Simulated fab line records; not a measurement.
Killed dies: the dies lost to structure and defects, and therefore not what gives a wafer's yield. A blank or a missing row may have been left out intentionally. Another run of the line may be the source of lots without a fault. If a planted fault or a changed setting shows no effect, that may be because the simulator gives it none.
A sampling plan put to the test | flow gf180mcu | one fab line, 56 faults that these records tell of, each judged on the records of the lots that it struck
The plan consists of the line's own looks: route steps at which the wafer is read by a gauge or an inspection but not changed. Where struck wafers have a number at a look and the file lists that look's usual mean and standard deviation on fault-free wafers, the look can be judged. Caught: 4 or more of those standard deviations (sigma) separate the usual mean from the mean of the struck wafers at a look after the fault's first step. On the tool: the fault's steps, tested the same way using the tool's own readings. If the struck wafers alone have a blank record, or they carry another recipe, that too counts as caught.

THE FAULTS, as the simulator had put them in
1. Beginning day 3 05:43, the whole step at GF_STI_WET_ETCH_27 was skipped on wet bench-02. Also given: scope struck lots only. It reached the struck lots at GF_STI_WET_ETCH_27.
2. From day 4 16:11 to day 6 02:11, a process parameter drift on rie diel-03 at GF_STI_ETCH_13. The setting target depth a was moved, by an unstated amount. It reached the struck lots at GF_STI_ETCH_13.
3. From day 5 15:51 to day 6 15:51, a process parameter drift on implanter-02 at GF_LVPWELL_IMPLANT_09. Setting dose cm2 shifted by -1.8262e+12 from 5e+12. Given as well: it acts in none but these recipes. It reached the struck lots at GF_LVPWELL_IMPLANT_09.
4. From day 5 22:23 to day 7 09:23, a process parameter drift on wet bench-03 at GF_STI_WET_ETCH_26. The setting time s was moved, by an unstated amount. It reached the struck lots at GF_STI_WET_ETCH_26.
5. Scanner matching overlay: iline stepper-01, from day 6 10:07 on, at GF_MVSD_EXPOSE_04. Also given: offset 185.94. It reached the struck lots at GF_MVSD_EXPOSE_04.
6. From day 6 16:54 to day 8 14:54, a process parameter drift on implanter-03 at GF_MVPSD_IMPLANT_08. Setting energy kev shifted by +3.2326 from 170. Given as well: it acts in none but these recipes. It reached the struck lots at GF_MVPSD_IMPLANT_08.
7. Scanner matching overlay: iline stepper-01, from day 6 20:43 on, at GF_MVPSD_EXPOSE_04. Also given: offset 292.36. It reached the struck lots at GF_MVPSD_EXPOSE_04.
8. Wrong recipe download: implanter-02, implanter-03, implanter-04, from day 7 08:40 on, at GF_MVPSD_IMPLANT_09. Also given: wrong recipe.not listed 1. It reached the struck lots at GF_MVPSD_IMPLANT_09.
9. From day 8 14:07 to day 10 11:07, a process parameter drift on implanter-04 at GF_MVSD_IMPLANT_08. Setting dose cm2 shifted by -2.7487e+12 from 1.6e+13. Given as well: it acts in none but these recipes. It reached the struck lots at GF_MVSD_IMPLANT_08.
10. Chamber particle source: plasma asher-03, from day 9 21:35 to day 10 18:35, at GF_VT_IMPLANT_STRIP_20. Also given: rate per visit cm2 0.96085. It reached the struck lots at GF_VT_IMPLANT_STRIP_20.
11. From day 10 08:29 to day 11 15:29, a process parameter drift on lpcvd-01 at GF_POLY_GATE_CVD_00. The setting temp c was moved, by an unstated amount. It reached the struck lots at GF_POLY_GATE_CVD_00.
12. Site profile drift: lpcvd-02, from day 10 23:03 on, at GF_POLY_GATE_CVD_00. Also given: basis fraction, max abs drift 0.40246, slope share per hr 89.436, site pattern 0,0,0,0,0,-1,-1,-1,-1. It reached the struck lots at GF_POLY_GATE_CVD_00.
13. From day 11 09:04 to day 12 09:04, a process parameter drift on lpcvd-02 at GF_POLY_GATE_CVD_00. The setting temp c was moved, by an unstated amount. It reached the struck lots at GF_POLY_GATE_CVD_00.
14. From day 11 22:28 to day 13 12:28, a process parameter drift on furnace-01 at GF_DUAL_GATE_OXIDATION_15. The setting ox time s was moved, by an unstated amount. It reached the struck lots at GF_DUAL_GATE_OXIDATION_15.
15. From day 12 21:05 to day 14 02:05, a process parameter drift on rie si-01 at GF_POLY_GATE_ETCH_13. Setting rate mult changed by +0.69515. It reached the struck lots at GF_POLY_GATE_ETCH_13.
16. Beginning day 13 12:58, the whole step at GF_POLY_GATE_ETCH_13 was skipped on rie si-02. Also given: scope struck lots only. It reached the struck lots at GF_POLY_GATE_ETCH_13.
17. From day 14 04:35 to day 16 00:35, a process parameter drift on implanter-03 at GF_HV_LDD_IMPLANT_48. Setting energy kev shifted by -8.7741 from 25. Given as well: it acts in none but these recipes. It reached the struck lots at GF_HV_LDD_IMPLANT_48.
18. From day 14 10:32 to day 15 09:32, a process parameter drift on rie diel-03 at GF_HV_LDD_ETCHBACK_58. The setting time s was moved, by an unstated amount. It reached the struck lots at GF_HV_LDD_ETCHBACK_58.
19. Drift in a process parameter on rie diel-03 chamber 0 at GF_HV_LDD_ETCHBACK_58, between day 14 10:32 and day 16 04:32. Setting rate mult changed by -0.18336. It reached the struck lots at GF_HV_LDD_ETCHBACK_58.
20. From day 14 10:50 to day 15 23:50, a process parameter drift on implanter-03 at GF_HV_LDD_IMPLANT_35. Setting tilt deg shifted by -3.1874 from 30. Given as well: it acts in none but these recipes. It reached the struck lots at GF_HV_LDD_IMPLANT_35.
21. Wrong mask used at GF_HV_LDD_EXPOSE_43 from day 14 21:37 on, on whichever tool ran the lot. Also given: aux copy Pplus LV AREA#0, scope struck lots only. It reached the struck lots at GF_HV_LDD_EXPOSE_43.
22. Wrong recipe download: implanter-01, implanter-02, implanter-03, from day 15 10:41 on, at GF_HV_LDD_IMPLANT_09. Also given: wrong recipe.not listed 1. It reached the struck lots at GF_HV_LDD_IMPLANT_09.
23. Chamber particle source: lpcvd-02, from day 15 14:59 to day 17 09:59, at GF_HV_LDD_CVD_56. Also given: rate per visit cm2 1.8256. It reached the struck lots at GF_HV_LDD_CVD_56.
24. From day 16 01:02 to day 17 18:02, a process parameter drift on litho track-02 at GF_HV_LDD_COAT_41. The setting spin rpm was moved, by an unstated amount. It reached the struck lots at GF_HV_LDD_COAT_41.
25. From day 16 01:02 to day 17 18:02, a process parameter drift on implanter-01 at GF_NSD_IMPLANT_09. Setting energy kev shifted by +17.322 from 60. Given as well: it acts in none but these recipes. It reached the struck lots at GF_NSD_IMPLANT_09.
26. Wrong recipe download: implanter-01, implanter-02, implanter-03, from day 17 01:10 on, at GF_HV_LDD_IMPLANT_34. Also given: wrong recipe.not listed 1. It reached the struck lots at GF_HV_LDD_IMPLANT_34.
27. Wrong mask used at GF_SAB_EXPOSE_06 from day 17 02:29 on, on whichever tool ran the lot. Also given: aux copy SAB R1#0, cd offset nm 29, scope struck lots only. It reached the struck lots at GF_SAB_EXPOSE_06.
28. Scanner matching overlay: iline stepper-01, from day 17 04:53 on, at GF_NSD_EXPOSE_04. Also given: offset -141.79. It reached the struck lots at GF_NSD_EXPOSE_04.
29. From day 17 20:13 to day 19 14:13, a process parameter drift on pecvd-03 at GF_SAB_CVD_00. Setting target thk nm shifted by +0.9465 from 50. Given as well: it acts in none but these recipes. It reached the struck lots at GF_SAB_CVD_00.
30. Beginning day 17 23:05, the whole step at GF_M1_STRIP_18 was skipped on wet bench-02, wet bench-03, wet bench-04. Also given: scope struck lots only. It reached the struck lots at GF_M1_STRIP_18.
31. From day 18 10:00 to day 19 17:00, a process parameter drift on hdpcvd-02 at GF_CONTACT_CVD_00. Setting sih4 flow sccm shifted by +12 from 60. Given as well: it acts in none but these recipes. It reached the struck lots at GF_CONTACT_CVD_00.
32. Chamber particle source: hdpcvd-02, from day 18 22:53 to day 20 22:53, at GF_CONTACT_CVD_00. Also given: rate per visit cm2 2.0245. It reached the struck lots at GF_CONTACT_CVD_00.
33. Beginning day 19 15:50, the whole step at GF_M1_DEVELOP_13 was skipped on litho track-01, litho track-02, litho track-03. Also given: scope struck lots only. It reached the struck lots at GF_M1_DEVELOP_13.
34. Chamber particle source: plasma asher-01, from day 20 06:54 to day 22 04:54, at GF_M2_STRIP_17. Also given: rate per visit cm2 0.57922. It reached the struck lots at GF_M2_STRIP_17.
35. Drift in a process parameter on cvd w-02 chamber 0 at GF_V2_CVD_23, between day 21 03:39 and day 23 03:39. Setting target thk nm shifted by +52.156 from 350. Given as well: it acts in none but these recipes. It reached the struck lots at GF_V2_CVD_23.
36. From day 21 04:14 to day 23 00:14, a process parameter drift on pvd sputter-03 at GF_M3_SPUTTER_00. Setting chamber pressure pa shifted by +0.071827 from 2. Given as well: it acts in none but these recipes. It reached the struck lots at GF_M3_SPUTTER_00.
37. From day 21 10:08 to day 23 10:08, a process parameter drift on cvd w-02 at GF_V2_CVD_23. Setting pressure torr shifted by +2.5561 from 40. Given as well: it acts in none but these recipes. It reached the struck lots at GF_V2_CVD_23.
38. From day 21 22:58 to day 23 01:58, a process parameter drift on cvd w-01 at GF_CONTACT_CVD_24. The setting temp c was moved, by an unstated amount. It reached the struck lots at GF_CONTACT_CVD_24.
39. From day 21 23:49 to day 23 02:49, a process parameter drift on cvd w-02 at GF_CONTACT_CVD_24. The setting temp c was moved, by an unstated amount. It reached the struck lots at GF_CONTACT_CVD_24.
40. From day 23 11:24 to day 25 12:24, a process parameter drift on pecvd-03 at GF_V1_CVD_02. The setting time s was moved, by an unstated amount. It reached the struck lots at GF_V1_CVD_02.
41. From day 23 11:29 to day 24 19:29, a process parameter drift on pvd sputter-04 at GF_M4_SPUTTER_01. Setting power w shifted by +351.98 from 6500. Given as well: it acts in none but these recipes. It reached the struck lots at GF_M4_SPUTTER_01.
42. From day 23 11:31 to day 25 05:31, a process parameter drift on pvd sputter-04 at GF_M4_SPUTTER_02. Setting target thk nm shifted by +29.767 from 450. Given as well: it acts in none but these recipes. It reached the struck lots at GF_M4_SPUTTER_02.
43. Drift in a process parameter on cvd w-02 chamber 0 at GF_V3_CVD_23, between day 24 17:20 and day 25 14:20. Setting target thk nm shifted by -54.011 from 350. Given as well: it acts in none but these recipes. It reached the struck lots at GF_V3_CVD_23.
44. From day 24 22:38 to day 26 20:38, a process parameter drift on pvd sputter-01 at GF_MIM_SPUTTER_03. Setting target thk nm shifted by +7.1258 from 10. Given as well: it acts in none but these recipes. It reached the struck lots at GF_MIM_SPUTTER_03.
45. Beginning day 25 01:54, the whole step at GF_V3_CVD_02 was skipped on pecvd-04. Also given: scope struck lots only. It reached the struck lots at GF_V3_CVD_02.
46. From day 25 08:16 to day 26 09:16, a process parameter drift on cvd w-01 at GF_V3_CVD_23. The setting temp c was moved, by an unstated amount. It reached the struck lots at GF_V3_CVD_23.
47. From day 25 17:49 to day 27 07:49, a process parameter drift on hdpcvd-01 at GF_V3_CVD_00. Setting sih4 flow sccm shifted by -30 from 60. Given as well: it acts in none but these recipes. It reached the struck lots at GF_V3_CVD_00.
48. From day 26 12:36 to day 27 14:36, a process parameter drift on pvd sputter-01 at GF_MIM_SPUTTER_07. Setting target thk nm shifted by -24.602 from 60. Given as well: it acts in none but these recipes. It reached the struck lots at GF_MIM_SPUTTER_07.
49. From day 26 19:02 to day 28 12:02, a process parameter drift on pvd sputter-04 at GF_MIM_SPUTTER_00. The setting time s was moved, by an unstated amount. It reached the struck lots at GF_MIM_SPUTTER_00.
50. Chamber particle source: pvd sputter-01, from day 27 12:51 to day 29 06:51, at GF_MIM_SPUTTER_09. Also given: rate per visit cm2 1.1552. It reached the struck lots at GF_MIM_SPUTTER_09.
51. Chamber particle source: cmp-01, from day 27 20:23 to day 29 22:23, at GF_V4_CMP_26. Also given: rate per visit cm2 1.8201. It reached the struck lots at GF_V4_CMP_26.
52. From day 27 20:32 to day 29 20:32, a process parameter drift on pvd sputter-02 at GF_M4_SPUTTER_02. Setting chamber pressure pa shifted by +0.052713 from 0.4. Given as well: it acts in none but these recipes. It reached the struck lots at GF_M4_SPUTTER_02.
53. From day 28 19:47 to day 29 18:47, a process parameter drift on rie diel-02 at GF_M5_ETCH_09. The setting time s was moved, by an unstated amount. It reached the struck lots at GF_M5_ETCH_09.
54. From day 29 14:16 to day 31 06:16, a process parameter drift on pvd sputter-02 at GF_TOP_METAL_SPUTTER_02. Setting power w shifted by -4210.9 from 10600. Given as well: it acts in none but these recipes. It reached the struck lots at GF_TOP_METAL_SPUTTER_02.
55. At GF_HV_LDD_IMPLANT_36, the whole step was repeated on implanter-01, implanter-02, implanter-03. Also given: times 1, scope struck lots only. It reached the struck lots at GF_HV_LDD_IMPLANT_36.
56. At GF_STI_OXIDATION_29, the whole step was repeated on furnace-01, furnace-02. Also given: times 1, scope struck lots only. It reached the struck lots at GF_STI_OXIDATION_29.

WHAT THE PLAN SAW
fault | on the tool itself                               | first look that catches it                      | reading, sigma                                  | median hours from its first step to that look | hours from the fault's start to the first struck lot there | judged looks passed uncaught
1     | the tool's record is blank for the struck wafers | no look after it can be judged                  | -                                               | -                                             | -                                                          | 0
2     | under 2 sigma                                    | no look after it can be judged                  | -                                               | -                                             | -                                                          | 0
3     | dose ions cm2 -99 or beyond sigma                | GF_VT_IMPLANT_RS_MEAS_48                        | LVPWELL_RS +29                                  | 96.0                                          | 104                                                        | 0
4     | run length s -41 sigma                           | none of the 4 looks that can be judged after it | -                                               | -                                             | -                                                          | 4
5     | no reading that can be judged                    | GF_MVSD_OVL_MEAS_07                             | MVSD_OVL +99 or beyond                          | 7.2                                           | 10                                                         | 0
6     | beam energy keV +73 sigma                        | no look after it can be judged                  | -                                               | -                                             | -                                                          | 0
7     | under 2 sigma                                    | GF_MVPSD_OVL_MEAS_07                            | MVPSD_OVL +99 or beyond                         | 7.5                                           | 24                                                         | 0
8     | under 2 sigma                                    | GF_MVPSD_TW_MEAS_11                             | MVPSD_TW +21                                    | 0.2                                           | 3                                                          | 0
9     | dose ions cm2 -99 or beyond sigma                | GF_MVSD_TW_MEAS_11                              | MVSD_TW -6.9                                    | 0.4                                           | 2                                                          | 0
10    | under 2 sigma                                    | not the one look that can be judged after it    | -                                               | -                                             | -                                                          | 1
11    | susceptor temp C -29 sigma                       | GF_POLY_GATE_THK_MEAS_01                        | POLY_GATE_CVD_00_THK -18                        | 1.3                                           | 3                                                          | 0
12    | under 2 sigma                                    | GF_POLY_GATE_THK_MEAS_01                        | POLY_GATE_CVD_00_THK -17                        | 1.3                                           | 7                                                          | 0
13    | susceptor temp C -42 sigma                       | GF_POLY_GATE_THK_MEAS_01                        | POLY_GATE_CVD_00_THK -25                        | 1.4                                           | 6                                                          | 0
14    | under 2 sigma                                    | none of the 3 looks that can be judged after it | -                                               | -                                             | -                                                          | 3
15    | under 2 sigma                                    | none of the 2 looks that can be judged after it | -                                               | -                                             | -                                                          | 2
16    | the tool's record is blank for the struck wafers | no look after it can be judged                  | -                                               | -                                             | -                                                          | 0
17    | beam energy keV -99 or beyond sigma              | GF_HV_LDD_TW_MEAS_50                            | HV_LDD_4_TW -10                                 | 0.2                                           | 24                                                         | 0
18    | run length s -46 sigma                           | no look after it can be judged                  | -                                               | -                                             | -                                                          | 0
19    | under 2 sigma                                    | none of the 6 looks that can be judged after it | -                                               | -                                             | -                                                          | 6
20    | tilt deg -99 or beyond sigma                     | none of the 2 looks that can be judged after it | -                                               | -                                             | -                                                          | 2
21    | no reading that can be judged                    | GF_HV_LDD_TW_MEAS_50                            | HV_LDD_4_TW -99 or beyond                       | 10.3                                          | 15                                                         | 0
22    | under 2 sigma                                    | GF_HV_LDD_TW_MEAS_11                            | HV_LDD_TW -22                                   | 0.2                                           | 3                                                          | 0
23    | no reading that can be judged                    | not the one look that can be judged after it    | -                                               | -                                             | -                                                          | 1
24    | spin speed rpm -74 sigma                         | not the one look that can be judged after it    | -                                               | -                                             | -                                                          | 1
25    | beam energy keV +99 or beyond sigma              | GF_NSD_TW_MEAS_12                               | NSD_TW +6.8                                     | 0.4                                           | 13                                                         | 0
26    | under 2 sigma                                    | GF_HV_LDD_TW_MEAS_38                            | HV_LDD_3_TW +11                                 | 0.5                                           | 4                                                          | 0
27    | no reading that can be judged                    | GF_SAB_CD_MEAS_09                               | cd nm +14                                       | 11.7                                          | 15                                                         | 0
28    | no reading that can be judged                    | GF_NSD_OVL_MEAS_08                              | NSD_OVL -99 or beyond                           | 11.3                                          | 22                                                         | 0
29    | under 2 sigma                                    | none of the 3 looks that can be judged after it | -                                               | -                                             | -                                                          | 3
30    | the tool's record is blank for the struck wafers | no look after it can be judged                  | -                                               | -                                             | -                                                          | 0
31    | sih4 flow sccm +80 sigma                         | GF_CONTACT_THK_MEAS_01                          | CONTACT_CVD_00_THK +21                          | 0.1                                           | 6                                                          | 0
32    | no reading that can be judged                    | not the one look that can be judged after it    | -                                               | -                                             | -                                                          | 1
33    | no reading that can be judged                    | no look after it can be judged                  | -                                               | -                                             | -                                                          | 0
34    | under 2 sigma                                    | no look after it can be judged                  | -                                               | -                                             | -                                                          | 0
35    | under 2 sigma                                    | GF_V2_RS_MEAS_24                                | V2_W_RS -9.2                                    | 0.1                                           | 1                                                          | 0
36    | chamber pressure pa +18 sigma                    | no look after it can be judged                  | -                                               | -                                             | -                                                          | 0
37    | chamber pressure Torr +25 sigma                  | none of the 2 looks that can be judged after it | strongest: V2_W_THK at GF_V2_THK_MEAS_25, +3.0  | -                                             | -                                                          | 2
38    | susceptor temp C -39 sigma                       | GF_CONTACT_RS_MEAS_25                           | CONTACT_W_RS +9.0                               | 0.1                                           | 17                                                         | 0
39    | susceptor temp C -15 sigma                       | GF_CONTACT_RS_MEAS_25                           | CONTACT_W_RS +4.9                               | 0.1                                           | 2                                                          | 0
40    | run length s +65 sigma                           | GF_V1_THK_MEAS_03                               | V1_CVD_02_THK +31                               | 0.1                                           | 13                                                         | 0
41    | cathode dc power W +99 or beyond sigma           | no look after it can be judged                  | -                                               | -                                             | -                                                          | 0
42    | under 2 sigma                                    | GF_M4_RS_MEAS_05                                | M4_ALCU_RS -5.0                                 | 0.1                                           | 7                                                          | 0
43    | under 2 sigma                                    | GF_V3_RS_MEAS_24                                | V3_W_RS +12                                     | 0.1                                           | 7                                                          | 0
44    | under 2 sigma                                    | no look after it can be judged                  | -                                               | -                                             | -                                                          | 0
45    | the tool's record is blank for the struck wafers | none of the 2 looks that can be judged after it | strongest: V3_BOW at GF_V3_BOW_MEAS_05, -2.6    | -                                             | -                                                          | 2
46    | susceptor temp C +63 sigma                       | GF_V3_RS_MEAS_24                                | V3_W_RS -15                                     | 0.1                                           | 14                                                         | 0
47    | sih4 flow sccm -99 or beyond sigma               | GF_V3_THK_MEAS_01                               | V3_CVD_00_THK -51                               | 0.1                                           | 13                                                         | 0
48    | under 2 sigma                                    | none of the 2 looks that can be judged after it | -                                               | -                                             | -                                                          | 2
49    | under 2 sigma                                    | no look after it can be judged                  | -                                               | -                                             | -                                                          | 0
50    | under 2 sigma                                    | none of the 2 looks that can be judged after it | -                                               | -                                             | -                                                          | 2
51    | under 2 sigma                                    | none of the 3 looks that can be judged after it | -                                               | -                                             | -                                                          | 3
52    | chamber pressure pa +65 sigma                    | none of the 3 looks that can be judged after it | strongest: M4_ALCU_RS at GF_M4_RS_MEAS_05, +3.8 | -                                             | -                                                          | 3
53    | under 2 sigma                                    | no look after it can be judged                  | -                                               | -                                             | -                                                          | 0
54    | cathode dc power W -99 or beyond sigma           | GF_TOP_METAL_RS_MEAS_05                         | TOP_METAL_ALCU_RS +76                           | 0.1                                           | 8                                                          | 0
55    | under 2 sigma                                    | GF_HV_LDD_TW_MEAS_38                            | HV_LDD_3_TW +8.2                                | 0.6                                           | -                                                          | 0
56    | under 2 sigma                                    | GF_STI_THK_MEAS_30                              | STI_OXIDATION_02_THK +34                        | 4.0                                           | -                                                          | 0
A dash: this means the fault isn't caught or the number doesn't appear in these records.

Caught at a look: 27 of 56. Caught on the tool: 26 of 56. By one or the other: 40 of 56.
Faults 1, 4, 6, 16, 18, 20, 24, 30, 36, 37, 41, 45, 52 were caught on the tool alone.
Caught at a look alone: faults 5, 7, 8, 12, 21, 22, 26, 27, 28, 35, 42, 43, 55, 56.
Caught by neither: faults 2, 10, 14, 15, 19, 23, 29, 32, 33, 34, 44, 48, 49, 50, 51, 53.

THINNER SAMPLING
If the look that catches a fault measured only every second or every third lot, by lot number, the first struck lot would be measured this late in the worst case:
fault | struck lots at that look, in order of time | every lot | every second lot | every third lot
3     | L553, L554                                 | 104 h     | 110 h            | may miss all 2
5     | L901, L902                                 | 10 h      | 15 h             | may miss all 2
7     | L890, L891                                 | 24 h      | 34 h             | may miss all 2
8     | L153, L154                                 | 3 h       | 8 h              | may miss all 2
9     | L795, L798                                 | 2 h       | 19 h             | may miss all 2
11    | L377, L379                                 | 3 h       | may miss all 2   | may miss all 2
12    | L906, L907                                 | 7 h       | 16 h             | may miss all 2
13    | L383, L384, L385                           | 6 h       | 10 h             | 23 h
17    | L316, L317                                 | 24 h      | 32 h             | may miss all 2
21    | L381                                       | 15 h      | may miss it      | may miss it
22    | L710, L711, L712                           | 3 h       | 9 h              | 18 h
25    | L413, L414, L415                           | 13 h      | 15 h             | 24 h
26    | L364, L365                                 | 4 h       | 10 h             | may miss all 2
27    | L362                                       | 15 h      | may miss it      | may miss it
28    | L683, L685, L686                           | 22 h      | 41 h             | may miss all 3
31    | L753, L755                                 | 6 h       | may miss all 2   | may miss all 2
35    | L994, L995, L997                           | 1 h       | 12 h             | may miss all 3
38    | L153, L154                                 | 17 h      | 24 h             | may miss all 2
39    | L312, L313                                 | 2 h       | 11 h             | may miss all 2
40    | L756, L757                                 | 13 h      | 21 h             | may miss all 2
42    | L555, L556, L557                           | 7 h       | 23 h             | 32 h
43    | L417, L418                                 | 7 h       | 17 h             | may miss all 2
46    | L578, L579                                 | 14 h      | 19 h             | may miss all 2
47    | L922, L925                                 | 13 h      | 31 h             | may miss all 2
54    | L411, L413                                 | 8 h       | may miss all 2   | may miss all 2
Hours are from the fault's start to the first struck lot that is measured. Since the struck wafers were tested as one group against 4 sigma, a single lot by itself may lie under the limit. Other struck lots may not be in these records.

THE LONGEST TIMED WAY FROM STEP TO LOOK
Fault 3: median gap of 96.0 hours between GF_LVPWELL_IMPLANT_09 and GF_VT_IMPLANT_RS_MEAS_48. No look between them can be judged.
